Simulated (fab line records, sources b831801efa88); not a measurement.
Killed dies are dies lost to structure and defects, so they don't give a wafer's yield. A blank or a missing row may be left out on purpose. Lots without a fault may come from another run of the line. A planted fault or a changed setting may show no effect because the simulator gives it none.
Which tool did it? | flow sky130 | 12 lots, 36 wafers sampled, at 1 step of a route of 708

WHAT THE GAUGES READ, wafer by wafer
SKY_VIA3_RS_MEAS_22: measures by four-point-probe. Usual: VIA3_W_RS 0.295 ohm/sq, standard deviation 0.0031.
lot  | measured     | on            | VIA3_W_RS (ohm/sq) | flag
L677 | day 40 12:52 | film_metro-01 | 0.292 0.297 0.297  |
L679 | day 40 19:25 | film_metro-03 | 0.296 0.298 0.294  |
L680 | day 41 06:58 | film_metro-04 | 0.297 0.299 0.300  |
L681 | day 41 10:17 | film_metro-04 | 0.294 0.293 0.295  |
L683 | day 42 05:04 | film_metro-04 | 0.290 0.295 0.292  |
L684 | day 42 07:33 | film_metro-01 | 0.300 0.298 0.302  |
L690 | day 44 00:04 | film_metro-01 | 0.300 0.292 0.294  |
L691 | day 44 07:23 | film_metro-04 | 0.289 0.295 0.291  |
L693 | day 44 19:28 | film_metro-03 | 0.296 0.293 0.295  |
L696 | day 45 13:26 | film_metro-03 | 0.288 0.290 0.290  |
L699 | day 46 11:13 | film_metro-01 | 0.297 0.297 0.293  |
L698 | day 46 16:14 | film_metro-01 | 0.292 0.294 0.294  |

WHICH TOOL RAN EACH LOT (tool, then ch and the chambers of the sampled wafers, then the start)
The record holds no process step before these readings.

WHAT THE TOOLS THEMSELVES READ (means of the sampled wafers that have a number; where no wafer has one, the mark that the record gives instead)
The record holds no such reading with a usual standard deviation.

THE ANSWER, worked out from the rows above alone
Rule: a lot is off if the mean of its wafers that have a number lies more than 3 standard deviations from the usual mean. A lot without any number at a reading at which 4 lots or more have one is off too. The other lots that the step has rows for count as sound. The gauges are gone through in route order, then the tools' own readings, and for those a lot's mean is taken as printed above. The first step at which some lot is off is used, and at that step the reading that is off furthest; a lot without a number counts as furthest.
No lot is off at any reading shown: from this, nothing can be told.

WHAT THE SIMULATOR HAD PUT IN
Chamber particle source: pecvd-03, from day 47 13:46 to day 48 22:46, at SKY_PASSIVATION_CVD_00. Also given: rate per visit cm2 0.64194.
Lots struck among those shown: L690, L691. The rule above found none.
